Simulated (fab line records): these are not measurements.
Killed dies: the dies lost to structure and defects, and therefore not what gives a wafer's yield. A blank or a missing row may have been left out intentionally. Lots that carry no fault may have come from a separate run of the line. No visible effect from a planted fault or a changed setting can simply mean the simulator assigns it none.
Check of tool commonality || flow gf180mcu || 11 lots, 39 wafers sampled

REASON IT WAS OPENED
At GF_HV_LDD_TW_MEAS_11 the reading HV_LDD_TW is flagged on 2 of 11 lots. Fault-free wafers read 2432, with a standard deviation of 14.
Rule: a lot is flagged when every wafer of it that has a number lies more than 4 standard deviations from that mean, or none has a number. The rest of the lots are taken to be sound.

{"lot": "L811", "measured": "day 10 11:58", "on": "film metro-02", "HV_LDD_TW, wafer by wafer": "2429 2427 2429", "flag": ""}
{"lot": "L812", "measured": "day 10 12:08", "on": "film metro-04", "HV_LDD_TW, wafer by wafer": "2448 2448 2453", "flag": ""}
{"lot": "L813", "measured": "day 10 22:47", "on": "film metro-04", "HV_LDD_TW, wafer by wafer": "2447 2454 2454", "flag": ""}
{"lot": "L815", "measured": "day 11 11:25", "on": "film metro-04", "HV_LDD_TW, wafer by wafer": "2434 2418 2425", "flag": ""}
{"lot": "L816", "measured": "day 11 15:01", "on": "film metro-02", "HV_LDD_TW, wafer by wafer": "2422 2420 2428", "flag": ""}
{"lot": "L822", "measured": "day 13 15:45", "on": "film metro-04", "HV_LDD_TW, wafer by wafer": "2628 2614 2625 2623 2619 2618", "flag": "FLAGGED"}
{"lot": "L823", "measured": "day 13 23:58", "on": "film metro-02", "HV_LDD_TW, wafer by wafer": "2592 2590 2601 2590 2599 2588", "flag": "FLAGGED"}
{"lot": "L827", "measured": "day 15 04:53", "on": "film metro-04", "HV_LDD_TW, wafer by wafer": "2432 2444 2461", "flag": ""}
{"lot": "L831", "measured": "day 16 16:40", "on": "film metro-02", "HV_LDD_TW, wafer by wafer": "2409 2401 2408", "flag": ""}
{"lot": "L832", "measured": "day 17 03:05", "on": "film metro-01", "HV_LDD_TW, wafer by wafer": "2449 2441 2431", "flag": ""}
{"lot": "L833", "measured": "day 17 12:16", "on": "film metro-02", "HV_LDD_TW, wafer by wafer": "2429 2420 2418", "flag": ""}
The numbers of the flagged lots are 2607 on average: +175 against the usual, or +13 standard deviations.

LOT BY LOT: THE TOOL USED
The record holds 4 process steps before the reading, out of a route of 602 steps. Every cell lists first the tool, next ch and the chambers used by the sampled wafers, and last the start.
{"lot": "L811", "flag": "", "GF_MVPSD_STRIP_10": "plasma asher-03 ch 0,1, day 5 09:43", "GF_VT_IMPLANT_STRIP_20": "plasma asher-04 ch 0,1, day 6 15:55", "GF_VT_IMPLANT_STRIP_31": "plasma asher-04 ch 0,1, day 7 07:01", "GF_HV_LDD_IMPLANT_09": "implanter-04 ch 0, day 10 11:45"}
{"lot": "L812", "flag": "", "GF_MVPSD_STRIP_10": "plasma asher-03 ch 0, day 5 11:50", "GF_VT_IMPLANT_STRIP_20": "plasma asher-02 ch 0, day 6 17:14", "GF_VT_IMPLANT_STRIP_31": "plasma asher-04 ch 0,1, day 7 08:38", "GF_HV_LDD_IMPLANT_09": "implanter-01 ch 0, day 10 11:54"}
{"lot": "L813", "flag": "", "GF_MVPSD_STRIP_10": "plasma asher-03 ch 0,1, day 5 18:11", "GF_VT_IMPLANT_STRIP_20": "plasma asher-02 ch 0,1, day 6 23:59", "GF_VT_IMPLANT_STRIP_31": "plasma asher-01 ch 0, day 7 15:56", "GF_HV_LDD_IMPLANT_09": "implanter-01 ch 0, day 10 22:33"}
{"lot": "L815", "flag": "", "GF_MVPSD_STRIP_10": "plasma asher-03 ch 0,1, day 6 06:20", "GF_VT_IMPLANT_STRIP_20": "plasma asher-04 ch 0,1, day 7 12:47", "GF_VT_IMPLANT_STRIP_31": "plasma asher-01 ch 0,1, day 8 05:00", "GF_HV_LDD_IMPLANT_09": "implanter-04 ch 0, day 11 11:10"}
{"lot": "L816", "flag": "", "GF_MVPSD_STRIP_10": "plasma asher-03 ch 0,1, day 6 10:50", "GF_VT_IMPLANT_STRIP_20": "plasma asher-02 ch 0,1, day 7 17:07", "GF_VT_IMPLANT_STRIP_31": "plasma asher-01 ch 0,1, day 8 09:20", "GF_HV_LDD_IMPLANT_09": "implanter-01 ch 0, day 11 14:48"}
{"lot": "L822", "flag": "FLAGGED", "GF_MVPSD_STRIP_10": "plasma asher-02 ch 1, day 7 21:56", "GF_VT_IMPLANT_STRIP_20": "plasma asher-01 ch 0, day 9 07:32", "GF_VT_IMPLANT_STRIP_31": "plasma asher-02 ch 0,1, day 10 00:54", "GF_HV_LDD_IMPLANT_09": "implanter-04 ch 0, day 13 15:28"}
{"lot": "L823", "flag": "FLAGGED", "GF_MVPSD_STRIP_10": "plasma asher-03 ch 0,1, day 8 07:07", "GF_VT_IMPLANT_STRIP_20": "plasma asher-02 ch 0,1, day 9 16:53", "GF_VT_IMPLANT_STRIP_31": "plasma asher-01 ch 0,1, day 10 10:26", "GF_HV_LDD_IMPLANT_09": "implanter-04 ch 0, day 13 23:45"}
{"lot": "L827", "flag": "", "GF_MVPSD_STRIP_10": "plasma asher-03 ch 0,1, day 9 05:17", "GF_VT_IMPLANT_STRIP_20": "plasma asher-01 ch 0,1, day 10 16:57", "GF_VT_IMPLANT_STRIP_31": "plasma asher-04 ch 0,1, day 11 11:14", "GF_HV_LDD_IMPLANT_09": "implanter-01 ch 0, day 15 04:38"}
{"lot": "L831", "flag": "", "GF_MVPSD_STRIP_10": "plasma asher-01 ch 0,1, day 10 12:04", "GF_VT_IMPLANT_STRIP_20": "plasma asher-02 ch 0,1, day 12 01:31", "GF_VT_IMPLANT_STRIP_31": "plasma asher-04 ch 0,1, day 12 20:30", "GF_HV_LDD_IMPLANT_09": "implanter-01 ch 0, day 16 16:26"}
{"lot": "L832", "flag": "", "GF_MVPSD_STRIP_10": "plasma asher-01 ch 0,1, day 10 16:12", "GF_VT_IMPLANT_STRIP_20": "plasma asher-01 ch 0,1, day 12 05:24", "GF_VT_IMPLANT_STRIP_31": "plasma asher-04 ch 0,1, day 13 01:23", "GF_HV_LDD_IMPLANT_09": "implanter-04 ch 0, day 17 02:50"}
{"lot": "L833", "flag": "", "GF_MVPSD_STRIP_10": "plasma asher-02 ch 0,1, day 11 00:10", "GF_VT_IMPLANT_STRIP_20": "plasma asher-01 ch 0,1, day 12 14:01", "GF_VT_IMPLANT_STRIP_31": "plasma asher-01 ch 0,1, day 13 09:43", "GF_HV_LDD_IMPLANT_09": "implanter-04 ch 0, day 17 12:02"}
These steps, and what they do:
- GF_MVPSD_STRIP_10: strips in O2/N2.
- GF_VT_IMPLANT_STRIP_20: strips in O2/N2.
- GF_VT_IMPLANT_STRIP_31: strips in O2/N2.
- GF_HV_LDD_IMPLANT_09
- GF_HV_LDD_TW_MEAS_11

FLAGGED AGAINST TOTAL, ONE TOOL AT A TIME (gauges that did the reading follow at the end)
{"step": "GF_MVPSD_STRIP_10", "tool": "plasma asher-01", "lots run": 2, "flagged": 0, "share of the flagged lots": "none", "sound lots run after its first flagged lot": "-"}
{"step": "GF_MVPSD_STRIP_10", "tool": "plasma asher-02", "lots run": 2, "flagged": 1, "share of the flagged lots": "some", "sound lots run after its first flagged lot": "1 (L833)"}
{"step": "GF_MVPSD_STRIP_10", "tool": "plasma asher-03", "lots run": 7, "flagged": 1, "share of the flagged lots": "some", "sound lots run after its first flagged lot": "1 (L827)"}
{"step": "GF_VT_IMPLANT_STRIP_20", "tool": "plasma asher-01", "lots run": 4, "flagged": 1, "share of the flagged lots": "some", "sound lots run after its first flagged lot": "3 (L827,L832,L833)"}
{"step": "GF_VT_IMPLANT_STRIP_20", "tool": "plasma asher-02", "lots run": 5, "flagged": 1, "share of the flagged lots": "some", "sound lots run after its first flagged lot": "1 (L831)"}
{"step": "GF_VT_IMPLANT_STRIP_20", "tool": "plasma asher-04", "lots run": 2, "flagged": 0, "share of the flagged lots": "none", "sound lots run after its first flagged lot": "-"}
{"step": "GF_VT_IMPLANT_STRIP_31", "tool": "plasma asher-01", "lots run": 5, "flagged": 1, "share of the flagged lots": "some", "sound lots run after its first flagged lot": "1 (L833)"}
{"step": "GF_VT_IMPLANT_STRIP_31", "tool": "plasma asher-02", "lots run": 1, "flagged": 1, "share of the flagged lots": "some", "sound lots run after its first flagged lot": 0}
{"step": "GF_VT_IMPLANT_STRIP_31", "tool": "plasma asher-04", "lots run": 5, "flagged": 0, "share of the flagged lots": "none", "sound lots run after its first flagged lot": "-"}
{"step": "GF_HV_LDD_IMPLANT_09", "tool": "implanter-01", "lots run": 5, "flagged": 0, "share of the flagged lots": "none", "sound lots run after its first flagged lot": "-"}
{"step": "GF_HV_LDD_IMPLANT_09", "tool": "implanter-04", "lots run": 6, "flagged": 2, "share of the flagged lots": "all", "sound lots run after its first flagged lot": "2 (L832,L833)"}
{"step": "GF_HV_LDD_TW_MEAS_11", "tool": "film metro-01", "lots run": 1, "flagged": 0, "share of the flagged lots": "none", "sound lots run after its first flagged lot": "-"}
{"step": "GF_HV_LDD_TW_MEAS_11", "tool": "film metro-02", "lots run": 5, "flagged": 1, "share of the flagged lots": "some", "sound lots run after its first flagged lot": "2 (L831,L833)"}
{"step": "GF_HV_LDD_TW_MEAS_11", "tool": "film metro-04", "lots run": 5, "flagged": 1, "share of the flagged lots": "some", "sound lots run after its first flagged lot": "1 (L827)"}

WHAT THE TABLE PERMITS
Rows of the table that ran each flagged lot: 1, that is implanter-04 at GF_HV_LDD_IMPLANT_09.
- implanter-04 at GF_HV_LDD_IMPLANT_09: 2 of its 6 lots flagged. Sound lots ran on it after the first flagged one (L832, L833), which a lasting fault on the whole tool wouldn't allow. Its own readings (beam energy keV) fall more than 4 standard deviations out on all wafers of the flagged lots.
Every row of the table either missed a flagged lot or ran a sound lot after the first.

WHAT WAS PUT IN BY THE SIMULATOR
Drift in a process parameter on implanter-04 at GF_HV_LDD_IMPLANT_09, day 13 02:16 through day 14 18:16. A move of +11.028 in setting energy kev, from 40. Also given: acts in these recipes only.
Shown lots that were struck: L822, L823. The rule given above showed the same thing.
